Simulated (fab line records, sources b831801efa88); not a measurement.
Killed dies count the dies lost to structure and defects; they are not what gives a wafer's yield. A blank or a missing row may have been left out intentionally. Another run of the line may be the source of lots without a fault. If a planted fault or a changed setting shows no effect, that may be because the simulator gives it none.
Which tool was responsible? | flow gf180mcu | 24 lots with 72 wafers sampled at 5 steps, on a route of 602 steps

## WHAT THE GAUGES READ, wafer by wafer
GF_TOP_METAL_RS_MEAS_05: measurement is done with a four-point probe. Usual: TOP_METAL_ALCU_RS gives 0.0328 ohm/sq (standard deviation 0.00043).
lot  | measured     | on            | TOP_METAL_ALCU_RS (ohm/sq) | flag
L074 | day 27 09:58 | film metro-03 | 0.0326 0.0328 0.0322       |
L075 | day 27 14:57 | film metro-02 | 0.0328 0.0331 0.0336       |
L076 | day 28 02:31 | film metro-01 | 0.0331 0.0331 0.0332       |
L077 | day 28 08:52 | film metro-02 | 0.0328 0.0329 0.0327       |
L078 | day 28 17:17 | film metro-02 | 0.0332 0.0332 0.0330       |
L079 | day 28 21:47 | film metro-02 | 0.0328 0.0332 0.0332       |
L080 | day 29 13:04 | film metro-01 | 0.0327 0.0330 0.0320       |
L081 | day 29 22:49 | film metro-03 | 0.0329 0.0327 0.0335       |
L082 | day 30 00:47 | film metro-01 | 0.0328 0.0333 0.0324       |
L083 | day 30 06:43 | film metro-02 | 0.0326 0.0332 0.0331       |
L084 | day 30 16:39 | film metro-01 | 0.0328 0.0319 0.0331       |
L085 | day 30 17:27 | film metro-01 | 0.0332 0.0338 0.0326       |
L086 | day 30 22:03 | film metro-01 | 0.0328 0.0327 0.0329       |
L087 | day 31 09:34 | film metro-02 | 0.0322 0.0332 0.0328       |
L088 | day 31 17:55 | film metro-02 | 0.0328 0.0332 0.0326       |
L089 | day 31 21:29 | film metro-01 | 0.0326 0.0328 0.0325       |
L090 | day 32 00:31 | film metro-03 | 0.0329 0.0335 0.0330       |
L091 | day 32 10:34 | film metro-03 | 0.0319 0.0322 0.0321       |
L092 | day 32 11:20 | film metro-02 | 0.0336 0.0333 0.0333       |
L093 | day 32 19:43 | film metro-03 | 0.0322 0.0329 0.0323       |
L094 | day 33 06:02 | film metro-02 | 0.0323 0.0328 0.0330       |
L095 | day 33 07:08 | film metro-03 | 0.0326 0.0324 0.0326       |
L096 | day 33 14:58 | film metro-01 | 0.0326 0.0319 0.0325       |
L097 | day 33 18:20 | film metro-03 | 0.0328 0.0324 0.0325       |

## EACH LOT AND THE TOOL THAT RAN IT (in order: tool; ch and the chambers of the sampled wafers; start)
lot  | GF_V4_SPUTTER_21             | GF_V5_STRIP_18                       | GF_TOP_METAL_SPUTTER_00      | GF_TOP_METAL_SPUTTER_03
L074 | pvd sputter-02, day 24 13:50 | plasma asher-02 ch 0,1, day 27 08:31 | pvd sputter-03, day 27 09:45 | pvd sputter-03, day 27 09:56
L075 | pvd sputter-04, day 24 19:40 | plasma asher-02 ch 0,1, day 27 13:28 | pvd sputter-02, day 27 14:44 | pvd sputter-02, day 27 14:54
L076 | pvd sputter-02, day 25 07:28 | plasma asher-01 ch 0,1, day 28 01:04 | pvd sputter-02, day 28 02:18 | pvd sputter-02, day 28 02:28
L077 | pvd sputter-03, day 25 15:05 | plasma asher-03 ch 0, day 28 07:25   | pvd sputter-01, day 28 08:39 | pvd sputter-01, day 28 08:49
L078 | pvd sputter-04, day 25 22:31 | plasma asher-01 ch 0,1, day 28 15:49 | pvd sputter-03, day 28 17:02 | pvd sputter-03, day 28 17:13
L079 | pvd sputter-03, day 26 05:33 | plasma asher-01 ch 1, day 28 20:19   | pvd sputter-01, day 28 21:34 | pvd sputter-01, day 28 21:44
L080 | pvd sputter-02, day 26 21:01 | plasma asher-01 ch 0,1, day 29 11:35 | pvd sputter-01, day 29 12:51 | pvd sputter-01, day 29 13:02
L081 | pvd sputter-04, day 27 07:50 | plasma asher-03 ch 0,1, day 29 21:19 | pvd sputter-02, day 29 22:35 | pvd sputter-02, day 29 22:45
L082 | pvd sputter-04, day 27 10:02 | plasma asher-03 ch 0,1, day 29 23:17 | pvd sputter-01, day 30 00:32 | pvd sputter-01, day 30 00:43
L083 | pvd sputter-03, day 27 15:52 | plasma asher-02 ch 0,1, day 30 05:13 | pvd sputter-01, day 30 06:29 | pvd sputter-01, day 30 06:40
L084 | pvd sputter-04, day 28 02:19 | plasma asher-02 ch 0,1, day 30 15:10 | pvd sputter-03, day 30 16:26 | pvd sputter-03, day 30 16:36
L085 | pvd sputter-03, day 28 03:08 | plasma asher-02 ch 0,1, day 30 15:59 | pvd sputter-02, day 30 17:12 | pvd sputter-02, day 30 17:23
L086 | pvd sputter-04, day 28 10:10 | plasma asher-01 ch 0,1, day 30 20:35 | pvd sputter-01, day 30 21:48 | pvd sputter-01, day 30 21:59
L087 | pvd sputter-02, day 28 21:08 | plasma asher-03 ch 0,1, day 31 08:07 | pvd sputter-03, day 31 09:20 | pvd sputter-03, day 31 09:31
L088 | pvd sputter-03, day 29 06:45 | plasma asher-03 ch 0,1, day 31 16:19 | pvd sputter-02, day 31 17:41 | pvd sputter-02, day 31 17:52
L089 | pvd sputter-02, day 29 10:47 | plasma asher-03 ch 0,1, day 31 20:01 | pvd sputter-03, day 31 21:12 | pvd sputter-03, day 31 21:23
L090 | pvd sputter-02, day 29 14:13 | plasma asher-03 ch 0,1, day 31 23:01 | pvd sputter-02, day 32 00:16 | pvd sputter-02, day 32 00:26
L091 | pvd sputter-02, day 30 00:07 | plasma asher-02 ch 0,1, day 32 09:07 | pvd sputter-01, day 32 10:20 | pvd sputter-01, day 32 10:31
L092 | pvd sputter-02, day 30 02:23 | plasma asher-02 ch 0,1, day 32 09:53 | pvd sputter-02, day 32 11:06 | pvd sputter-02, day 32 11:17
L093 | pvd sputter-04, day 30 10:55 | plasma asher-01 ch 0,1, day 32 18:16 | pvd sputter-02, day 32 19:29 | pvd sputter-02, day 32 19:40
L094 | pvd sputter-04, day 30 22:28 | plasma asher-03 ch 0,1, day 33 04:34 | pvd sputter-01, day 33 05:48 | pvd sputter-01, day 33 05:58
L095 | pvd sputter-03, day 31 00:37 | plasma asher-02 ch 0,1, day 33 05:40 | pvd sputter-03, day 33 06:55 | pvd sputter-03, day 33 07:05
L096 | pvd sputter-03, day 31 07:08 | plasma asher-01 ch 0,1, day 33 13:31 | pvd sputter-03, day 33 14:43 | pvd sputter-03, day 33 14:53
L097 | pvd sputter-03, day 31 12:22 | plasma asher-01 ch 0,1, day 33 16:52 | pvd sputter-03, day 33 18:06 | pvd sputter-03, day 33 18:16
- GF_V4_SPUTTER_21: material Ti, target thk 15 nm, time 80.02 s.
- GF_V5_STRIP_18: strips in O2/N2.
- GF_TOP_METAL_SPUTTER_00: material Ti, target thk 37.5 nm, time 150 s.
- GF_TOP_METAL_SPUTTER_03: material Ti, target thk 5 nm, time 3.3 s.

## AS READ BY THE TOOLS THEMSELVES (means over the sampled wafers that have a number; for cases with no such wafer, the mark the record gives instead)
GF_V4_SPUTTER_21. Usual: cathode dc power W 2500.1 W, standard deviation 0.47; throttle valve pct 29.8 %, standard deviation 0.95.
lot  | tool           | cathode dc power W (W) | throttle valve pct (%) | flag
L074 | pvd sputter-02 | 2500.2                 | 30.0                   |
L075 | pvd sputter-04 | 2500.1                 | 30.2                   |
L076 | pvd sputter-02 | 2500.1                 | 30.1                   |
L077 | pvd sputter-03 | 2499.9                 | 30.7                   |
L078 | pvd sputter-04 | 2499.9                 | 30.4                   |
L079 | pvd sputter-03 | 2500.1                 | 29.8                   |
L080 | pvd sputter-02 | 2499.8                 | 29.3                   |
L081 | pvd sputter-04 | 2500.1                 | 30.2                   |
L082 | pvd sputter-04 | 2499.7                 | 30.4                   |
L083 | pvd sputter-03 | 2500.1                 | 30.5                   |
L084 | pvd sputter-04 | 2499.7                 | 30.2                   |
L085 | pvd sputter-03 | 2500.3                 | 29.9                   |
L086 | pvd sputter-04 | 2500.4                 | 29.9                   |
L087 | pvd sputter-02 | 2499.7                 | 29.9                   |
L088 | pvd sputter-03 | 2500.5                 | 29.8                   |
L089 | pvd sputter-02 | 2499.8                 | 29.2                   |
L090 | pvd sputter-02 | 2500.3                 | 29.9                   |
L091 | pvd sputter-02 | 2500.1                 | 29.6                   |
L092 | pvd sputter-02 | 2500.4                 | 29.7                   |
L093 | pvd sputter-04 | 2500.4                 | 30.4                   |
L094 | pvd sputter-04 | 2500.0                 | 30.5                   |
L095 | pvd sputter-03 | 2499.7                 | 28.6                   |
L096 | pvd sputter-03 | 2500.2                 | 29.7                   |
L097 | pvd sputter-03 | 2500.4                 | 29.8                   |

GF_V5_STRIP_18. Usual: drypump motor current A 5.6 A, standard deviation 0.46; heater power w 344 W, standard deviation 29; oes product au 0.568 a.u., standard deviation 0.0051.
lot  | tool            | drypump motor current A (A) | heater power w (W) | oes product au (a.u.) | flag
L074 | plasma asher-02 | 5.4                         | 344                | 0.575                 |
L075 | plasma asher-02 | 5.4                         | 335                | 0.569                 |
L076 | plasma asher-01 | 5.7                         | 362                | 0.570                 |
L077 | plasma asher-03 | 5.6                         | 372                | 0.569                 |
L078 | plasma asher-01 | 6.1                         | 368                | 0.563                 |
L079 | plasma asher-01 | 5.2                         | 361                | 0.565                 |
L080 | plasma asher-01 | 5.7                         | 363                | 0.569                 |
L081 | plasma asher-03 | 5.6                         | 345                | 0.564                 |
L082 | plasma asher-03 | 5.6                         | 343                | 0.567                 |
L083 | plasma asher-02 | 5.3                         | 341                | 0.570                 |
L084 | plasma asher-02 | 5.4                         | 336                | 0.567                 |
L085 | plasma asher-02 | 5.4                         | 328                | 0.566                 |
L086 | plasma asher-01 | 6.1                         | 370                | 0.568                 |
L087 | plasma asher-03 | 5.6                         | 348                | 0.566                 |
L088 | plasma asher-03 | 5.6                         | 314                | 0.566                 |
L089 | plasma asher-03 | 5.5                         | 338                | 0.572                 |
L090 | plasma asher-03 | 5.6                         | 348                | 0.571                 |
L091 | plasma asher-02 | 5.3                         | 342                | 0.567                 |
L092 | plasma asher-02 | 5.3                         | 336                | 0.572                 |
L093 | plasma asher-01 | 5.7                         | 364                | 0.572                 |
L094 | plasma asher-03 | 5.5                         | 319                | 0.566                 |
L095 | plasma asher-02 | 5.4                         | 330                | 0.568                 |
L096 | plasma asher-01 | 6.1                         | 366                | 0.569                 |
L097 | plasma asher-01 | 6.1                         | 370                | 0.574                 |

GF_TOP_METAL_SPUTTER_00. Usual: cathode dc power W 3999.9 W, standard deviation 0.69; throttle valve pct 29.9 %, standard deviation 1.
lot  | tool           | cathode dc power W (W) | throttle valve pct (%) | flag
L074 | pvd sputter-03 | 4000.7                 | 29.2                   |
L075 | pvd sputter-02 | 4000.1                 | 29.7                   |
L076 | pvd sputter-02 | 3999.5                 | 29.6                   |
L077 | pvd sputter-01 | 3999.8                 | 30.0                   |
L078 | pvd sputter-03 | 3999.9                 | 30.0                   |
L079 | pvd sputter-01 | 4000.7                 | 30.8                   |
L080 | pvd sputter-01 | 3999.2                 | 30.4                   |
L081 | pvd sputter-02 | 4000.3                 | 29.9                   |
L082 | pvd sputter-01 | 3999.7                 | 30.2                   |
L083 | pvd sputter-01 | 3999.1                 | 30.0                   |
L084 | pvd sputter-03 | 4000.0                 | 29.3                   |
L085 | pvd sputter-02 | 3999.9                 | 29.7                   |
L086 | pvd sputter-01 | 3999.9                 | 30.8                   |
L087 | pvd sputter-03 | 3999.8                 | 29.9                   |
L088 | pvd sputter-02 | 4000.0                 | 29.8                   |
L089 | pvd sputter-03 | 4000.0                 | 29.7                   |
L090 | pvd sputter-02 | 3999.9                 | 29.5                   |
L091 | pvd sputter-01 | 3999.4                 | 30.6                   |
L092 | pvd sputter-02 | 3999.9                 | 29.5                   |
L093 | pvd sputter-02 | 4000.0                 | 29.6                   |
L094 | pvd sputter-01 | 3999.6                 | 30.5                   |
L095 | pvd sputter-03 | 3999.3                 | 31.0                   |
L096 | pvd sputter-03 | 3999.8                 | 29.9                   |
L097 | pvd sputter-03 | 3999.8                 | 31.0                   |

GF_TOP_METAL_SPUTTER_03. Usual: cathode dc power W 2914.0 W, standard deviation 0.57; throttle valve pct 29.9 %, standard deviation 1.
lot  | tool           | cathode dc power W (W) | throttle valve pct (%) | flag
L074 | pvd sputter-03 | 2913.8                 | 29.2                   |
L075 | pvd sputter-02 | 2914.2                 | 29.8                   |
L076 | pvd sputter-02 | 2914.2                 | 29.6                   |
L077 | pvd sputter-01 | 2913.8                 | 29.8                   |
L078 | pvd sputter-03 | 2913.8                 | 30.0                   |
L079 | pvd sputter-01 | 2914.1                 | 30.8                   |
L080 | pvd sputter-01 | 2913.1                 | 30.4                   |
L081 | pvd sputter-02 | 2914.1                 | 29.9                   |
L082 | pvd sputter-01 | 2914.1                 | 30.4                   |
L083 | pvd sputter-01 | 2914.0                 | 30.1                   |
L084 | pvd sputter-03 | 2913.6                 | 29.2                   |
L085 | pvd sputter-02 | 2913.8                 | 29.8                   |
L086 | pvd sputter-01 | 2914.1                 | 30.7                   |
L087 | pvd sputter-03 | 2914.6                 | 29.8                   |
L088 | pvd sputter-02 | 2914.1                 | 29.7                   |
L089 | pvd sputter-03 | 2914.3                 | 29.9                   |
L090 | pvd sputter-02 | 2914.0                 | 29.6                   |
L091 | pvd sputter-01 | 2913.9                 | 30.7                   |
L092 | pvd sputter-02 | 2913.9                 | 29.6                   |
L093 | pvd sputter-02 | 2914.4                 | 29.7                   |
L094 | pvd sputter-01 | 2914.1                 | 30.4                   |
L095 | pvd sputter-03 | 2914.1                 | 31.0                   |
L096 | pvd sputter-03 | 2914.1                 | 29.9                   |
L097 | pvd sputter-03 | 2914.0                 | 31.1                   |

## THE ANSWER, worked out from the rows above alone
Rule: lot off if the mean of its wafers having a number is beyond 3 standard deviations from the usual mean. A lot without any number at a reading at which 4 lots or more have one is off too. Any other lot the step has rows for is counted as sound. First the gauges in route order, then the tools' own readings, where a lot's mean is used as printed above. At the first step where some lot is off, the reading lying furthest off is the one used; lots without a number count as furthest.
No lot is off on any of the readings shown, so nothing can be concluded from this.

## WHAT HAD BEEN PUT IN BY THE SIMULATOR
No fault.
